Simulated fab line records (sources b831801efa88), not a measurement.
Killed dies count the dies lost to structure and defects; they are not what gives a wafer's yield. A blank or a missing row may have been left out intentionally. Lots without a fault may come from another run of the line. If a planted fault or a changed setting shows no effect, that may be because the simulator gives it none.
Tool commonality check -- flow gf180mcu -- 39 wafers sampled across 13 lots

## REASON IT WAS OPENED
Of 13 lots, 3 have the reading POLY_GATE_CVD_00_THK flagged at GF_POLY_GATE_THK_MEAS_01. Fault-free wafers read 199.6 nm, with a standard deviation of 2.
Rule: a lot gets a flag if all its wafers with a number sit over 4 standard deviations from that mean, or if no wafer of it has a number. As for the other lots, they are considered sound.

lot,measured,on,"POLY_GATE_CVD_00_THK (nm), wafer by wafer",flag
L945,day 8 11:58,film metro-01,200.5 201.4 202.3,
L946,day 8 15:40,film metro-01,199.1 199.3 198.9,
L948,day 9 16:37,film metro-03,199.3 199.3 198.1,
L950,day 10 00:13,film metro-03,200.0 199.1 197.9,
L951,day 10 07:14,film metro-03,198.4 198.5 196.8,
L953,day 10 19:23,film metro-03,204.3 205.1 206.2,
L957,day 11 22:41,film metro-03,199.2 200.6 198.6,
L958,day 12 06:08,film metro-03,246.8 247.2 246.5,FLAGGED
L960,day 12 22:56,film metro-03,200.2 199.0 200.0,
L959,day 12 23:17,film metro-01,243.3 243.8 244.4,FLAGGED
L961,day 13 03:58,film metro-01,245.4 245.4 246.2,FLAGGED
L967,day 14 18:38,film metro-01,199.1 199.2 200.0,
L968,day 15 00:23,film metro-01,202.4 202.3 201.2,
The numbers of the flagged lots are 245.4 nm on average: +45.8 nm against the usual, or +23 standard deviations.

## EACH LOT AND THE TOOL IT RAN ON
The record holds 1 process step before the reading, out of a route of 602 steps. Cell contents, in order: the tool; ch with the chambers the sampled wafers went through; the start.
lot,flag,GF_POLY_GATE_CVD_00
L945,,"lpcvd-02 ch 1, day 8 10:37"
L946,,"lpcvd-01 ch 1, day 8 14:18"
L948,,"lpcvd-01 ch 0, day 9 15:16"
L950,,"lpcvd-01 ch 1, day 9 22:52"
L951,,"lpcvd-01 ch 0, day 10 05:54"
L953,,"lpcvd-02 ch 0, day 10 17:58"
L957,,"lpcvd-01 ch 1, day 11 21:21"
L958,FLAGGED,"lpcvd-01 ch 1, day 12 04:48"
L960,,"lpcvd-02 ch 0, day 12 21:35"
L959,FLAGGED,"lpcvd-01 ch 1, day 12 20:17"
L961,FLAGGED,"lpcvd-01 ch 1, day 13 01:58"
L967,,"lpcvd-02 ch 0, day 14 17:18"
L968,,"lpcvd-02 ch 1, day 14 23:03"
These steps, and what they do:
- GF_POLY_GATE_CVD_00: deposits poly-Si, target thk 200 nm, time 1200 s.
- GF_POLY_GATE_THK_MEAS_01

## FLAGGED OVER TOTAL, TOOL BY TOOL (the gauges that took the reading come last)
step,tool,lots run,flagged,share of the flagged lots,sound lots run after its first flagged lot
GF_POLY_GATE_CVD_00,lpcvd-01,8,3,all,0
GF_POLY_GATE_CVD_00,lpcvd-02,5,0,none,-
GF_POLY_GATE_THK_MEAS_01,film metro-01,6,2,some,"2 (L967,L968)"
GF_POLY_GATE_THK_MEAS_01,film metro-03,7,1,some,1 (L960)

## WHAT THE TABLE ALLOWS
In the table, 1 row covers all flagged lots: lpcvd-01 at GF_POLY_GATE_CVD_00.
- lpcvd-01 at GF_POLY_GATE_CVD_00 ran 8 lots, 3 of them flagged. Its last sound lot is L957 (day 11 21:21), its first flagged lot L958 (day 12 04:48): a fault that began between those two fits. Its own readings (spike tc centre C, spike tc lower C, spike tc top C, spike tc upper C, susceptor temp C) fall more than 4 standard deviations out on all wafers of the flagged lots.
Left over: one tool, lpcvd-01 at GF_POLY_GATE_CVD_00.

## WHAT THE SIMULATOR PUT IN
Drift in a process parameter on lpcvd-01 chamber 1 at GF_POLY_GATE_CVD_00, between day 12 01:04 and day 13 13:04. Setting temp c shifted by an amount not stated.
Struck lots among those shown: L958, L959, L961. This agrees with what the rule above found.
